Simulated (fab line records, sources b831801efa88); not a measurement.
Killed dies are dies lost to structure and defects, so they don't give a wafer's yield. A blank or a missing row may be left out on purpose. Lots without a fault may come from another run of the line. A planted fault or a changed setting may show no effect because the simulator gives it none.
Which tool did it? | flow sky130 | 11 lots, 33 wafers sampled, at 3 steps of a route of 708

WHAT THE GAUGES READ, wafer by wafer
SKY_SD_N_RS_MEAS_16: measures by four-point-probe. Usual: SD_N_RS 68.61 ohm/sq, standard deviation 0.12.
lot  | measured     | on            | SD_N_RS (ohm/sq)  | flag
L511 | day 29 00:25 | film_metro-02 | 68.58 68.59 68.69 |
L512 | day 29 14:22 | film_metro-03 | 68.40 68.55 68.36 |
L513 | day 29 15:48 | film_metro-02 | 68.60 68.48 68.69 |
L514 | day 29 21:46 | film_metro-02 | 68.75 68.68 68.73 |
L519 | day 31 09:55 | film_metro-02 | 68.63 68.38 68.65 |
L521 | day 31 20:46 | film_metro-02 | 68.52 68.57 68.51 |
L522 | day 31 22:57 | film_metro-03 | 68.72 68.69 68.54 |
L526 | day 33 16:42 | film_metro-02 | 68.61 68.53 68.71 |
L528 | day 33 21:25 | film_metro-02 | 67.61 67.61 67.57 | OFF
L529 | day 34 09:14 | film_metro-03 | 67.46 67.44 67.56 | OFF
L530 | day 34 12:44 | film_metro-02 | 67.72 67.63 67.75 | OFF

WHICH TOOL RAN EACH LOT (tool, then ch and the chambers of the sampled wafers, then the start)
lot  | SKY_SD_N_IMPLANT_09             | SKY_SD_N_STRIP_11
L511 | implanter-02 ch 0, day 28 23:44 | plasma_asher-04 ch 0,1, day 29 00:01
L512 | implanter-03 ch 0, day 29 13:41 | plasma_asher-04 ch 0,1, day 29 13:57
L513 | implanter-02 ch 0, day 29 15:07 | plasma_asher-03 ch 0,1, day 29 15:25
L514 | implanter-03 ch 0, day 29 21:05 | plasma_asher-01 ch 0,1, day 29 21:22
L519 | implanter-03 ch 0, day 31 09:14 | plasma_asher-03 ch 0,1, day 31 09:31
L521 | implanter-02 ch 0, day 31 20:05 | plasma_asher-04 ch 0,1, day 31 20:23
L522 | implanter-03 ch 0, day 31 22:16 | plasma_asher-03 ch 0,1, day 31 22:34
L526 | implanter-02 ch 0, day 33 16:01 | plasma_asher-04 ch 0,1, day 33 16:19
L528 | implanter-03 ch 0, day 33 20:43 | plasma_asher-04 ch 0,1, day 33 21:01
L529 | implanter-03 ch 0, day 34 08:34 | plasma_asher-04 ch 0,1, day 34 08:50
L530 | implanter-03 ch 0, day 34 12:04 | plasma_asher-01 ch 0,1, day 34 12:20
- SKY_SD_N_IMPLANT_09
- SKY_SD_N_STRIP_11: strips in O2/N2.

WHAT THE TOOLS THEMSELVES READ (means of the sampled wafers that have a number; where no wafer has one, the mark that the record gives instead)
SKY_SD_N_IMPLANT_09. Usual: end_station_pressure_torr 1.41e-05 Torr, standard deviation 1.2e-06.
lot  | tool         | end_station_pressure_torr (Torr) | flag
L511 | implanter-02 | 1.26e-05                         |
L512 | implanter-03 | 1.54e-05                         |
L513 | implanter-02 | 1.28e-05                         |
L514 | implanter-03 | 1.49e-05                         |
L519 | implanter-03 | 1.54e-05                         |
L521 | implanter-02 | 1.34e-05                         |
L522 | implanter-03 | 1.46e-05                         |
L526 | implanter-02 | 1.27e-05                         |
L528 | implanter-03 | 5.30e-05                         | OFF
L529 | implanter-03 | 5.15e-05                         | OFF
L530 | implanter-03 | 5.32e-05                         | OFF

SKY_SD_N_STRIP_11. Usual: drypump_motor_current_A 5.8 A, standard deviation 0.54; oes_product_au 0.527 a.u., standard deviation 0.0049; strip_time_to_endpoint_s 22.56 s, standard deviation 0.041.
lot  | tool            | drypump_motor_current_A (A) | oes_product_au (a.u.) | strip_time_to_endpoint_s (s) | flag
L511 | plasma_asher-04 | 5.8                         | 0.526                 | 22.55                        |
L512 | plasma_asher-04 | 5.9                         | 0.523                 | 22.55                        |
L513 | plasma_asher-03 | 5.4                         | 0.529                 | 22.56                        |
L514 | plasma_asher-01 | 6.1                         | 0.529                 | 22.57                        |
L519 | plasma_asher-03 | 5.8                         | 0.527                 | 22.54                        |
L521 | plasma_asher-04 | 5.8                         | 0.527                 | 22.59                        |
L522 | plasma_asher-03 | 5.8                         | 0.529                 | 22.54                        |
L526 | plasma_asher-04 | 5.8                         | 0.530                 | 22.54                        |
L528 | plasma_asher-04 | 5.8                         | 0.521                 | 23.10                        | OFF
L529 | plasma_asher-04 | 5.9                         | 0.522                 | 23.08                        | OFF
L530 | plasma_asher-01 | 6.2                         | 0.523                 | 23.08                        | OFF

THE ANSWER, worked out from the rows above alone
Rule: a lot is off if the mean of its wafers that have a number lies more than 3 standard deviations from the usual mean. A lot without any number at a reading at which 4 lots or more have one is off too. The other lots that the step has rows for count as sound. The gauges are gone through in route order, then the tools' own readings, and for those a lot's mean is taken as printed above. The first step at which some lot is off is used, and at that step the reading that is off furthest; a lot without a number counts as furthest.
Off: L528, L529, L530, at SKY_SD_N_RS_MEAS_16 (SD_N_RS).
A tool fits if, at a process step before that reading, it ran every lot that is off, and no sound lot after the first of them. The gauges at SKY_SD_N_RS_MEAS_16 aren't tried: what is off there is off at SKY_SD_N_IMPLANT_09 too, on other tools, and a gauge's error can't cause that. One fits: implanter-03 at SKY_SD_N_IMPLANT_09. Its last sound lot is L522 (day 31 22:16), its first lot that is off L528 (day 33 20:43): a fault that began between those two fits.
The tool's own readings at SKY_SD_N_IMPLANT_09 bear it out: on the lots that are off they differ by more than 5 times the standard deviation of the sound lots' means. end_station_pressure_torr reads 5.26e-05 Torr there against 1.40e-05 Torr on the sound lots.

WHAT THE SIMULATOR HAD PUT IN
Process parameter drift: implanter-03, from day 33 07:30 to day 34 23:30, at SKY_SD_N_IMPLANT_09. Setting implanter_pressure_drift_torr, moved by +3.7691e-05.
Process parameter drift: implanter-03, from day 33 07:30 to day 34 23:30, at SKY_SD_N_IMPLANT_09. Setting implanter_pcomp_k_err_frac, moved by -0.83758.
Lots struck among those shown: L528, L529, L530. The rule above found the same.
